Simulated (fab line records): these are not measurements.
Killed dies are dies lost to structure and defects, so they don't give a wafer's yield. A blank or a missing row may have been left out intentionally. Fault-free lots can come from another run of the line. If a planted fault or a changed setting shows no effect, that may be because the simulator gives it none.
The tool behind it: which one? ; flow gf180mcu ; 36 wafers from 12 lots sampled at 2 of the route's 602 steps

WHAT THE GAUGES SHOWED, per wafer
GF_MIM_THK_MEAS_06. Usual: MIM_CVD_05_THK gives 42.0 nm (standard deviation 0.53).
lot;measured;on;MIM_CVD_05_THK (nm);flag
L812;day 24 09:56;filmMetro-04;41.6 41.4 42.5;
L815;day 25 18:18;filmMetro-04;42.3 42.5 42.1;
L814;day 25 21:18;filmMetro-02;41.2 42.5 42.0;
L816;day 26 03:21;filmMetro-04;41.9 42.1 42.6;
L817;day 26 13:34;filmMetro-04;41.7 42.1 42.7;
L821;day 27 20:57;filmMetro-01;41.0 42.2 41.8;
L825;day 28 15:12;filmMetro-04;40.8 41.4 42.2;
L826;day 29 00:18;filmMetro-02;41.3 41.8 41.3;
L827;day 29 07:29;filmMetro-01;41.2 41.4 42.6;
L828;day 29 12:57;filmMetro-02;41.5 41.2 42.7;
L831;day 30 09:28;filmMetro-04;42.9 42.1 43.3;
L835;day 31 07:50;filmMetro-01;41.3 41.9 42.2;

EACH LOT AND THE TOOL THAT RAN IT (in order: tool; ch and the chambers of the sampled wafers; start)
lot;GF_V4_STRIP_18
L812;plasmaAsher-03 ch 0,1, day 24 08:27
L815;plasmaAsher-02 ch 0,1, day 25 16:41
L814;plasmaAsher-02 ch 0,1, day 25 19:50
L816;plasmaAsher-03 ch 0,1, day 26 01:52
L817;plasmaAsher-04 ch 0,1, day 26 12:03
L821;plasmaAsher-02 ch 0,1, day 27 19:28
L825;plasmaAsher-02 ch 0,1, day 28 13:43
L826;plasmaAsher-04 ch 0,1, day 28 22:47
L827;plasmaAsher-02 ch 0,1, day 29 05:58
L828;plasmaAsher-04 ch 0,1, day 29 11:04
L831;plasmaAsher-04 ch 0,1, day 30 07:53
L835;plasmaAsher-03 ch 0,1, day 31 06:19
- GF_V4_STRIP_18: strips in O2/N2.

AS READ BY THE TOOLS THEMSELVES (means over the sampled wafers that have a number; for cases with no such wafer, the mark the record gives instead)
GF_V4_STRIP_18. Usual: drypumpMotorCurrentA 5.8 A, standard deviation 0.49; heaterPowerW 335 W, standard deviation 39; oesProductAu 0.591 a.u., standard deviation 0.0052.
lot;tool;drypumpMotorCurrentA (A);heaterPowerW (W);oesProductAu (a.u.);flag
L812;plasmaAsher-03;6.2;308;0.590;
L815;plasmaAsher-02;6.1;324;0.590;
L814;plasmaAsher-02;6.1;321;0.590;
L816;plasmaAsher-03;6.2;307;0.586;
L817;plasmaAsher-04;5.2;354;0.593;
L821;plasmaAsher-02;6.1;322;0.597;
L825;plasmaAsher-02;6.1;318;0.594;
L826;plasmaAsher-04;5.3;379;0.589;
L827;plasmaAsher-02;6.1;323;0.593;
L828;plasmaAsher-04;5.3;390;0.589;
L831;plasmaAsher-04;5.2;356;0.591;
L835;plasmaAsher-03;6.2;311;0.587;

THE ANSWER, worked out from the rows above alone
Rule: lot off if the mean of its wafers having a number is beyond 3 standard deviations from the usual mean. Also off: a lot with no number at a reading for which 4 or more lots have one. Where the step has rows for the other lots, those lots are counted as sound. Order of review: gauges by route order, followed by the tools' own readings, for which a lot's mean as printed above is used. At the first step where some lot is off, the reading lying furthest off is the one used; lots without a number count as furthest.
No lot is off on any of the readings shown, so nothing can be concluded from this.

WHAT THE SIMULATOR PUT IN
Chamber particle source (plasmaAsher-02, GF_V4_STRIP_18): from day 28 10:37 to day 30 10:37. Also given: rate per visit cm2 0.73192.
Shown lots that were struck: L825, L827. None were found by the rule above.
